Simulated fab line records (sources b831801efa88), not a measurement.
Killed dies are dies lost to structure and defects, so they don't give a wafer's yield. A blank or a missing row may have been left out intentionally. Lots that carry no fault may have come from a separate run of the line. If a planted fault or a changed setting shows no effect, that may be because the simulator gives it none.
Which tool was responsible?    flow gf180mcu    Sampling: 13 lots, 39 wafers, 4 of 602 route steps

WHAT THE GAUGES SHOWED, per wafer
GF_CONTACT_CD_MEAS_14 targets a cd of 220 nm.
lot   measured      on         cd nm (nm)
L487  day 15 18:04  cd sem-01  220.3 220.9 221.3
L488  day 16 07:17  cd sem-01  220.3 221.1 221.8
L489  day 16 09:50  cd sem-02  219.7 219.4 219.4
L490  day 16 20:04  cd sem-02  217.1 219.0 217.7
L491  day 17 08:34  cd sem-01  218.2 218.9 219.8
L492  day 17 19:50  cd sem-01  221.2 221.8 220.8
L494  day 18 17:50  cd sem-02  219.0 219.9 220.3
L495  day 18 18:46  cd sem-02  220.3 220.8 219.8
L496  day 19 08:59  cd sem-01  220.7 220.6 220.6
L498  day 20 07:43  cd sem-02  221.1 220.4 220.4
L499  day 20 09:28  cd sem-02  221.1 222.5 223.3
L501  day 21 10:14  cd sem-02  218.6 219.1 219.1
L508  day 23 17:46  cd sem-02  221.1 218.7 220.1

GF_V1_THK_MEAS_03.
lot   measured      on             V1_CVD_02_THK (nm)
L487  day 16 19:03  film metro-02  847 858 855
L488  day 17 08:46  film metro-02  832 835 857
L489  day 17 11:40  film metro-02  832 830 839
L490  day 17 21:56  film metro-04  833 855 854
L491  day 18 09:47  film metro-02  841 856 857
L492  day 18 20:46  film metro-03  826 841 847
L494  day 19 20:51  film metro-04  845 848 864
L495  day 19 21:28  film metro-02  821 833 836
L496  day 20 12:16  film metro-02  830 833 840
L498  day 21 10:16  film metro-03  841 834 859
L499  day 21 12:02  film metro-02  847 859 855
L501  day 22 12:24  film metro-02  831 853 831
L508  day 24 18:10  film metro-04  835 845 833

WHICH TOOL RAN EACH LOT (tool, then ch and the chambers of the sampled wafers, then the start)
lot   GF_VT_IMPLANT_WET_ETCH_50        GF_M1_METAL_ETCH_16
L487  wet bench-03 ch 1, day 7 10:09   rie metal-04 ch 0,1, day 16 18:09
L488  wet bench-03 ch 1, day 7 21:01   rie metal-02 ch 0,1, day 17 07:33
L489  wet bench-03 ch 2, day 7 23:38   rie metal-04 ch 0,1, day 17 10:42
L490  wet bench-01 ch 0, day 8 07:16   rie metal-01 ch 0,1, day 17 20:39
L491  wet bench-02 ch 2, day 8 16:47   rie metal-02 ch 0,1, day 18 08:56
L492  wet bench-02 ch 3, day 8 20:36   rie metal-04 ch 0,1, day 18 19:55
L494  wet bench-03 ch 1, day 9 13:37   rie metal-01 ch 0,1, day 19 19:51
L495  wet bench-02 ch 1, day 9 16:21   rie metal-04 ch 0,1, day 19 20:36
L496  wet bench-02 ch 1, day 10 00:46  rie metal-02 ch 0,1, day 20 11:24
L498  wet bench-03 ch 1, day 10 15:54  rie metal-04 ch 0,1, day 21 09:22
L499  wet bench-03 ch 3, day 10 20:03  rie metal-02 ch 0,1, day 21 11:10
L501  wet bench-03 ch 3, day 11 13:38  rie metal-02 ch 0, day 22 11:30
L508  wet bench-02 ch 1, day 13 10:44  rie metal-04 ch 0,1, day 24 17:18
- GF_VT_IMPLANT_WET_ETCH_50: etches SiO2 in dHF, target depth 20 nm, time 400 s.
- GF_M1_METAL_ETCH_16: etches the open film in Cl2/BCl3, stops on SiO2, target depth 750.8 nm, time 125.1 s.

WHAT THE TOOLS THEMSELVES READ (means of the sampled wafers that have a number; where no wafer has one, the mark that the record gives instead)
GF_VT_IMPLANT_WET_ETCH_50.
lot   tool          run length s (s)
L487  wet bench-03  424
L488  wet bench-03  424
L489  wet bench-03  424
L490  wet bench-01  432
L491  wet bench-02  427
L492  wet bench-02  425
L494  wet bench-03  432
L495  wet bench-02  424
L496  wet bench-02  426
L498  wet bench-03  433
L499  wet bench-03  432
L501  wet bench-03  137
L508  wet bench-02  432

GF_M1_METAL_ETCH_16.
lot   tool          drypump motor current A (A)  oes product au (a.u.)  run length s (s)  throttle valve pct (%)
L487  rie metal-04  6.5                          0.998                  153.6             28.211
L488  rie metal-02  5.6                          0.997                  153.6             28.229
L489  rie metal-04  6.4                          0.997                  153.4             28.223
L490  rie metal-01  5.4                          0.994                  153.1             28.223
L491  rie metal-02  5.6                          0.994                  153.7             28.213
L492  rie metal-04  6.4                          0.996                  153.4             28.223
L494  rie metal-01  5.5                          0.997                  153.2             28.222
L495  rie metal-04  6.5                          0.994                  153.6             28.225
L496  rie metal-02  5.6                          0.995                  153.7             28.220
L498  rie metal-04  6.5                          0.999                  153.5             28.227
L499  rie metal-02  5.4                          1.003                  153.9             28.230
L501  rie metal-02  5.9                          0.998                  153.2             28.226
L508  rie metal-04  6.5                          0.996                  153.6             28.225

THE ANSWER, worked out from the rows above alone
Rule: the lots themselves supply what counts as usual. Put in order of their means at a reading, lots are off if they are a third of the lots or fewer, leave a main group of 4 or more, and stand apart from it by a gap of 3 or more times the standard deviation of the main group's means; of several such gaps the widest counts. The tables above print the reading to a certain number of digits; a main group whose means all agree to those digits is not used. Also off: a lot with no number at a reading for which 4 or more lots have one. The other lots that the step has rows for count as sound. First the gauges in route order, then the tools' own readings, where a lot's mean is used as printed above. At the first step where some lot is off, the reading lying furthest off is the one used; lots without a number count as furthest.
Off: L501 (GF_VT_IMPLANT_WET_ETCH_50, run length s). Mean 428 s and standard deviation 3.7 in the main group.
If a tool, at that step or one of the process steps before it, ran each lot that is off and ran no sound lot following the first of them, it fits. One candidate fits, namely wet bench-03 at GF_VT_IMPLANT_WET_ETCH_50. Its last sound lot is L499 (day 10 20:03), its first lot that is off L501 (day 11 13:38): a fault that began between those two fits.
The tool's own readings at GF_VT_IMPLANT_WET_ETCH_50 bear it out: on the lots that are off they differ by more than 5 times the standard deviation of the sound lots' means. run length s reads 137 s there against 428 s on the sound lots.

WHAT HAD BEEN PUT IN BY THE SIMULATOR
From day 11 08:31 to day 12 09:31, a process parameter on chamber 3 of wet bench-03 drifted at GF_VT_IMPLANT_WET_ETCH_50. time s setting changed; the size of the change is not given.
Lots struck among those shown: L501. Same finding as the rule above.
